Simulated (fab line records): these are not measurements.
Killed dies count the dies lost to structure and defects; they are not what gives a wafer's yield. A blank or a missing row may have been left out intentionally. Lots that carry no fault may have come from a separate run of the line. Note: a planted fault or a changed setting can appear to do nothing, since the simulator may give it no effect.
Comparing a struck lot with a sound one + flow sky130 + 18 steps out of a route of 708
Sound: these wafers, L129.1, L129.2, L129.4. Wafers struck: L133.2, L133.3, L133.5. The cause is named last.
Per side, at each step with rows, come the tool, then ch with its chambers, and then its first start. Under that, the readings that differ: sound wafers + struck wafers + difference of the means + sigmas: that difference in standard deviations of wafers without a fault.
alike: readings whose means differ by less than 2 such deviations, and words and numbers that are the same on both sides. not compared: withheld readings, readings that some wafer has no value for, bounds like >300 that may hide the same value, and numbers for which the record gives no deviation and whose values overlap.
The two part at a step that has a row with sigmas, a row that says differs or no value, or rows on one side only. Numbers that have no deviation but don't overlap get no sigmas and don't part them. A reading missing from all wafers of one side parts the sides only when that side holds two or more wafers.

first, 1 step without rows for these wafers: SKY_VT_ADJUST_PCH_IMPLANT_08.
SKY_VT_ADJUST_PCH_STRIP_09: strips in O2/N2.
  sound on plasmaAsher-03 ch 0,1, day 10 13:04; struck on plasmaAsher-04 ch 0,1, day 11 16:09
  alike: drypumpMotorCurrentA, oesProductAu, stripTimeToEndpointS
  not compared: rfHoursCounterH
SKY_VT_ADJUST_PCH_TW_MEAS_10:
  sound on filmMetro-03 at day 10 13:10; struck on filmMetro-03 at day 11 16:16
  alike: VT_ADJUST_PCH_TW
then, 7 steps without rows for these wafers: SKY_SONOS_TUNNEL_DEHYDRATE_00 (time 60 s); SKY_SONOS_TUNNEL_HMDS_01 (prime time 60 s); SKY_SONOS_TUNNEL_COAT_02 (resist thk 1140 nm); SKY_SONOS_TUNNEL_SOFTBAKE_03 (time 60 s); SKY_SONOS_TUNNEL_EXPOSE_04 (exposes mask TUNM, target cd 410 nm); SKY_SONOS_TUNNEL_PEB_05; SKY_SONOS_TUNNEL_DEVELOP_06 (develop time 60 s).
SKY_SONOS_TUNNEL_CD_MEAS_07 targets a cd of 410 nm.
  sound on cdSem-01 at day 11 10:46; struck on cdSem-01 at day 12 15:50
  alike: cdNm
SKY_SONOS_TUNNEL_OVL_MEAS_08:
  sound on overlay-02 at day 11 10:53; struck on overlay-01 at day 12 15:56
  alike: SONOS_TUNNEL_OVL
SKY_SONOS_TUNNEL_IMPLANT_09:
  sound on implanter-03 ch 0, day 11 10:55; struck on implanter-02 ch 0, day 12 15:59
| reading                  | sound             | struck            | difference | sigmas |
|--------------------------|-------------------|-------------------|------------|--------|
| implantIonAmu            | 11 11 11          | 49 49 49          | +38        |        |
| model.implant.rpNm (nm)  | 66.32 66.32 66.32 | 17.28 17.28 17.28 | -49.04     |        |
| model.implant.drpNm (nm) | 28.34 28.34 28.34 | 9.752 9.752 9.752 | -18.588    |        |
then, 2 steps without rows for these wafers: SKY_SONOS_TUNNEL_WET_ETCH_10 (etches SiO2 in dHF, target depth 14 nm, time 280 s); SKY_SONOS_TUNNEL_STRIP_11 (strips in SPM, time 600 s).
SKY_SONOS_TUNNEL_TW_MEAS_12:
  sound on filmMetro-02 at day 11 11:21; struck on filmMetro-04 at day 12 16:23
| reading         | sound             | struck            | difference | sigmas |
|-----------------|-------------------|-------------------|------------|--------|
| SONOS_TUNNEL_TW | 194.4 194.7 195.4 | 292.4 292.5 292.5 | +97.6      | +65    |
then, 1 step without rows for these wafers: SKY_SONOS_TUNNEL_CLEAN_13 (cleans in dHF, time 20 s).
-- a jump in the record: the struck wafers' starts before and after are 34 days apart (it breaks off in module SONOS_TUNNEL and resumes in module PAD_OPEN, where the first step shown is number 708 of the route) --
SKY_PAD_OPEN_PROBE_99:
  sound on prober-02 at day 46 01:40; struck on prober-01 at day 46 21:31
| reading                                 | sound                | struck               | difference | sigmas |
|-----------------------------------------|----------------------|----------------------|------------|--------|
| model.etest.sonosProgrammed.offLog10AUm | -14.07 -14.01 -13.88 | -12.19 -12.47 -12.42 | +1.63      |        |
  alike: killed_at_M0_to_M3, killed_at_M4_up, killedAtContacts, killedAtFrontEnd, killedAtOther, killedDies, killedOpen, killedShort

## WHERE THEY PART
SKY_SONOS_TUNNEL_TW_MEAS_12 only, going by this record. Later steps at which nothing parts them and some readings are alike: SKY_PAD_OPEN_PROBE_99.

WHY: whatever the simulator had introduced
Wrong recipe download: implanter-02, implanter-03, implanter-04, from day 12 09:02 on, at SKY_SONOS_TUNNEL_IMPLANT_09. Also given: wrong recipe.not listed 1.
